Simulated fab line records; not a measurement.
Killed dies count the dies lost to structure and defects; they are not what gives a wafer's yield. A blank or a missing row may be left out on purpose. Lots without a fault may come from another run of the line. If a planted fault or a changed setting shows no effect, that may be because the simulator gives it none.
Problem report, 8D (eight disciplines) form, completed by code | flow sky130 | the parts of the form that need people (team, actions taken, sign-off) are left out

== 1. WHAT WENT WRONG ==
SONOS_ONO_CVD_04_THK at SKY_SONOS_ONO_THK_MEAS_05 reads a mean of 6.50 nm on 3 wafers of 1 lot; wafers without a fault read 5.69 nm with a standard deviation of 0.1. Relative to the usual mean, that is a shift of +8.1 standard deviations.
First observed at day 16 19:16: wafer L901.4, on filmMetro-04. At this step, 36 wafers from 12 lots have a number in the record. Rule for "out" (also "out of limits"): further than 4 standard deviations from the usual mean. Any other wafer with a number is counted as sound.

== 2. WHAT IT IS AND WHAT IT IS NOT ==
question                    | is                     | is not
which readings at this step | SONOS_ONO_CVD_04_THK   | -
which lots                  | L901                   | L886, L887, L888, L889, L890, L891, L892, L893, L896, L897, L900
which wafers of those lots  | all that have a number | -
read on which gauges        | filmMetro-04           | filmMetro-01, filmMetro-03
when                        | from day 16 19:16      | up to then (33 sound wafers)

== 3. WHAT RULES OUT EACH SUSPECT ==
Counting: a tool stays on the suspect list if, at a process step up to the reading, it processed all lots that are out and no sound lot following the first of them.
- the gauge at SKY_SONOS_ONO_THK_MEAS_05 is ruled out. All the wafers that are out were read on filmMetro-04, but those of them that SKY_SONOS_ONO_CVD_04 has rows for are out there too, on other tools.
- lpcvd-03 at SKY_SONOS_ONO_CVD_04 (deposits SiO2 from SiH4/N2O, target thk 5.7199 nm): kept. It ran the lot that is out, L901 (day 16 17:59), and no sound lot after that; its last sound lot up to then is L900 (day 16 13:36). Its own spikeTcCentreC, spikeTcLowerC, spikeTcTopC, spikeTcUpperC, susceptorTempC readings are out on those wafers.
Remaining after the count: lpcvd-03 at SKY_SONOS_ONO_CVD_04.

== 4. THE CAUSE (what the simulator had put in) ==
lpcvd-03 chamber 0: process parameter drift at SKY_SONOS_ONO_CVD_04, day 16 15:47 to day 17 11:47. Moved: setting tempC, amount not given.
Only this tool survived the counting.

== 5. THE CHAIN OF EFFECTS, in route order ==
One row per reading whose mean, taken over the struck wafers that have a number, lies over 3 standard deviations from the usual. Only readings for which the record gives a usual standard deviation are gone through. hours: the time from each lot's start at the first step in this table that gives one to its start at this step, as a median over the lots. sigmas: the change in usual standard deviations.
hours | step                      | reading              | usual   | on struck wafers | change | sigmas
0     | SKY_SONOS_ONO_CVD_04      | spikeTcCentreC       | 902.2 C | 911.2            | +9.0   | +6.4
0     | SKY_SONOS_ONO_CVD_04      | spikeTcLowerC        | 900.9 C | 910.3            | +9.4   | +6.7
0     | SKY_SONOS_ONO_CVD_04      | spikeTcTopC          | 911.8 C | 919.9            | +8.1   | +8.1
0     | SKY_SONOS_ONO_CVD_04      | spikeTcUpperC        | 900.5 C | 908.1            | +7.6   | +6.9
0     | SKY_SONOS_ONO_CVD_04      | susceptorTempC       | 900.0 C | 908.7            | +8.7   | +21
1     | SKY_SONOS_ONO_THK_MEAS_05 | SONOS_ONO_CVD_04_THK | 5.69 nm | 6.50             | +0.81  | +8.1
The process steps in it:
- SKY_SONOS_ONO_CVD_04: deposits SiO2 from SiH4/N2O, target thk 5.7199 nm.
At these later measuring or inspecting steps, every struck wafer for which the step has a row has a number for every such reading, and none has moved that far: SKY_SONOS_ONO_OVL_MEAS_14.

== 6. WHAT WOULD HAVE CAUGHT IT SOONER ==
The first out-of-limits reading at a measuring or inspecting step in this record came at day 16 19:16, 3 hours after the fault's start at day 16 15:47.
The tool's own readings at SKY_SONOS_ONO_CVD_04 were out on every struck wafer that the step has a row for (spikeTcCentreC, spikeTcLowerC, spikeTcTopC, spikeTcUpperC, susceptorTempC): an alarm limit on them would have fired on the first of those.
All the lots that are out (1) had begun SKY_SONOS_ONO_CVD_04 on lpcvd-03 by day 16 19:16. None of them would have been spared by holding the tool at that moment.
